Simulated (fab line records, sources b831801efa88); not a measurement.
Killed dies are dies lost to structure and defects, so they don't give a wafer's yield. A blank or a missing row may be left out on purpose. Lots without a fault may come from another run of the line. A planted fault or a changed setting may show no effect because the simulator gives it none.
Split-lot experiment | flow sky130 | 5 lots, 23 wafers read, on a route of 708 steps

THE SPLIT
At SKY_VT_ADJUST_PCH_COAT_02 (resist thk 3000 nm), the setting spin_rpm was moved away from the recipe's 2000 rpm on 8 of the 23 wafers read, by -6.8% to +2.3%. The other wafers ran this setting at the recipe's value.

The reading is taken at the split's own step.

THE READING
coat_of_VT_ADJUST_PCH_COAT_02.thk_nm (the simulator's own value, which no gauge read), in nm, at SKY_VT_ADJUST_PCH_COAT_02 (resist thk 3000 nm). The file gives no usual value for it. The 15 wafers here that ran the recipe average 3002 nm, standard deviation 7.2 nm.

wafer  | tool, chamber at the split | spin_rpm as run, rpm | against the recipe | coat_of_VT_ADJUST_PCH_COAT_02.thk_nm, nm | against lot-mates on the recipe
L074.1 | litho_track-02, 0          | 1865                 | -6.8%              | 3101                                     | +107
L074.2 | litho_track-02, 0          | 2000                 | recipe             | 2997                                     | -
L074.3 | litho_track-02, 0          | 1865                 | -6.8%              | 3103                                     | +109
L074.5 | litho_track-02, 0          | 1865                 | -6.8%              | 3096                                     | +102
L074.6 | litho_track-02, 0          | 2000                 | recipe             | 2991                                     | -
L076.1 | litho_track-01, 0          | 2000                 | recipe             | 3004                                     | -
L076.2 | litho_track-01, 0          | 2000                 | recipe             | 3012                                     | -
L076.5 | litho_track-01, 0          | 2000                 | recipe             | 3010                                     | -
L080.2 | litho_track-02, 0          | 1879                 | -6.0%              | 3097                                     | +102
L080.3 | litho_track-02, 0          | 2000                 | recipe             | 2994                                     | -
L080.4 | litho_track-02, 0          | 1879                 | -6.0%              | 3104                                     | +109
L080.5 | litho_track-02, 0          | 2000                 | recipe             | 2988                                     | -
L080.6 | litho_track-02, 0          | 2000                 | recipe             | 3004                                     | -
L079.1 | litho_track-02, 0          | 2000                 | recipe             | 3007                                     | -
L079.2 | litho_track-02, 0          | 2046                 | +2.3%              | 2975                                     | -30
L079.5 | litho_track-02, 0          | 2046                 | +2.3%              | 2975                                     | -30
L079.3 | litho_track-02, 0          | 2000                 | recipe             | 3003                                     | -
L079.4 | litho_track-02, 0          | 2046                 | +2.3%              | 2976                                     | -29
L083.1 | litho_track-03, 0          | 2000                 | recipe             | 3000                                     | -
L083.2 | litho_track-03, 0          | 2000                 | recipe             | 3010                                     | -
L083.3 | litho_track-03, 0          | 2000                 | recipe             | 3009                                     | -
L083.5 | litho_track-03, 0          | 2000                 | recipe             | 2995                                     | -
L083.6 | litho_track-03, 0          | 2000                 | recipe             | 3001                                     | -

THE FIT
A straight line over all 23 wafers: coat_of_VT_ADJUST_PCH_COAT_02.thk_nm changes by -14.7 nm for each +1% of spin_rpm; r = -0.99; the points scatter about the line by 7.3 nm.
The same after taking each lot's own level away (the mean of its wafers on the recipe; 23 wafers): -15.9 nm for each +1%; r = -0.99; scatter 5.6 nm.
On that fit, the largest move of spin_rpm shifts the reading by 1.1e+02 nm.
The lots' own levels span 2994.0 to 3008.7 nm, that is 2.0 times the standard deviation above.
So the lot-to-lot level changes the slope little: the two slopes agree.
Check: with one of the wafers moved furthest among these (-6.8%) left out of the fit, the line predicts +109 nm for it against its lot-mates. It came out at +107 nm against them.

OTHER SPLITS ON THESE WAFERS
These wafers also went through other splits before the reading. Each is held against what the fit with the lots' levels taken away leaves over:
other split on the same wafers               | wafers away from the commonest value | r with coat_of_VT_ADJUST_PCH_COAT_02.thk_nm (lot level and that fit taken away)
SKY_FIELD_ISO_ETCH_15 time_s                 | 9                                    | +0.03
SKY_NWELL_SOFTBAKE_06 temp_c                 | 5                                    | +0.49
SKY_NWELL_IMPLANT_13 energy_kev              | 10                                   | +0.12
SKY_VT_ADJUST_HVTP_DEVELOP_06 develop_time_s | 8                                    | -0.12
SKY_VT_ADJUST_LVTN_IMPLANT_08 energy_kev     | 7                                    | +0.01
SKY_VT_ADJUST_LVTN_STRIP_09 o2_flow_sccm     | 11                                   | +0.36
SKY_VT_ADJUST_HVTR_DEVELOP_06 develop_time_s | 8                                    | +0.23

THE WHOLE CHAIN: every reading that the file lists as answering this split, in the file's order
step                       | what it does       | reading                                                                               | change (the file's fit)              | r (the file's)
SKY_VT_ADJUST_PCH_COAT_02  | resist thk 3000 nm | coat_of_VT_ADJUST_PCH_COAT_02.thk_nm (the simulator's own value, which no gauge read) | -16.3 nm for each +1% of the setting | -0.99
SKY_VT_ADJUST_PCH_STRIP_09 | strips in O2/N2    | strip_time_to_endpoint_s                                                              | withheld for each +1% of the setting | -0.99

THE FILE'S OWN FIT
coat_of_VT_ADJUST_PCH_COAT_02.thk_nm changes by -16.3 nm for each +1% of spin_rpm, r = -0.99.
